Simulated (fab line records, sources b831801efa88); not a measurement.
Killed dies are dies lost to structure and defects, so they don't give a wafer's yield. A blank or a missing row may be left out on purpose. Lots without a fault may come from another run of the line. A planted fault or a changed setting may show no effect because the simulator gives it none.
Which tool did it? | flow sky130 | 7 lots, 21 wafers sampled, at 2 steps of a route of 708

WHAT THE GAUGES READ, wafer by wafer
SKY_POLY_GATE_CD_MEAS_13: target cd 150 nm.
lot  | measured     | on        | cd_nm (nm)
L555 | day 16 20:28 | cd_sem-01 | 149.5 148.2 148.8
L557 | day 17 16:54 | cd_sem-02 | 154.7 153.3 155.0
L559 | day 19 00:35 | cd_sem-02 | 150.0 150.0 149.5
L566 | day 20 23:01 | cd_sem-02 | 149.0 148.3 148.2
L569 | day 21 22:29 | cd_sem-02 | - - -
L574 | day 23 16:24 | cd_sem-01 | 149.9 151.4 150.7
L577 | day 24 18:05 | cd_sem-01 | 152.7 151.9 150.9

WHICH TOOL RAN EACH LOT (tool, then ch and the chambers of the sampled wafers, then the start)
lot  | SKY_POLY_GATE_EXPOSE_10
L555 | krf_scanner-02 ch 0, day 16 06:22
L557 | krf_scanner-01 ch 0, day 17 02:22
L559 | krf_scanner-02 ch 0, day 18 08:56
L566 | krf_scanner-02 ch 0, day 20 08:24
L569 | krf_scanner-01, day 21 07:16
L574 | krf_scanner-02 ch 0, day 23 01:14
L577 | krf_scanner-02 ch 0, day 24 03:34
- SKY_POLY_GATE_EXPOSE_10: exposes mask P1M, target cd 150 nm.

THE ANSWER, worked out from the rows above alone
Rule: what is usual is taken from the lots themselves. Put in order of their means at a reading, lots are off if they are a third of the lots or fewer, leave a main group of 4 or more, and stand apart from it by a gap of 3 or more times the standard deviation of the main group's means; of several such gaps the widest counts. A main group whose means are all the same, to the digits that the tables above print for the reading, isn't used. A lot without any number at a reading at which 4 lots or more have one is off too. The other lots that the step has rows for count as sound.
Off: L569, at SKY_POLY_GATE_CD_MEAS_13 (cd_nm). Without a number there: L569. The main group: mean 150.7 nm, standard deviation 2.
A tool fits if, at a process step before that reading, it ran every lot that is off, and no sound lot after the first of them. The gauges at SKY_POLY_GATE_CD_MEAS_13 are tried like those tools. Can't be told from this: 2 tools fit, krf_scanner-01 at SKY_POLY_GATE_EXPOSE_10, cd_sem-02 at SKY_POLY_GATE_CD_MEAS_13.

WHAT THE SIMULATOR HAD PUT IN
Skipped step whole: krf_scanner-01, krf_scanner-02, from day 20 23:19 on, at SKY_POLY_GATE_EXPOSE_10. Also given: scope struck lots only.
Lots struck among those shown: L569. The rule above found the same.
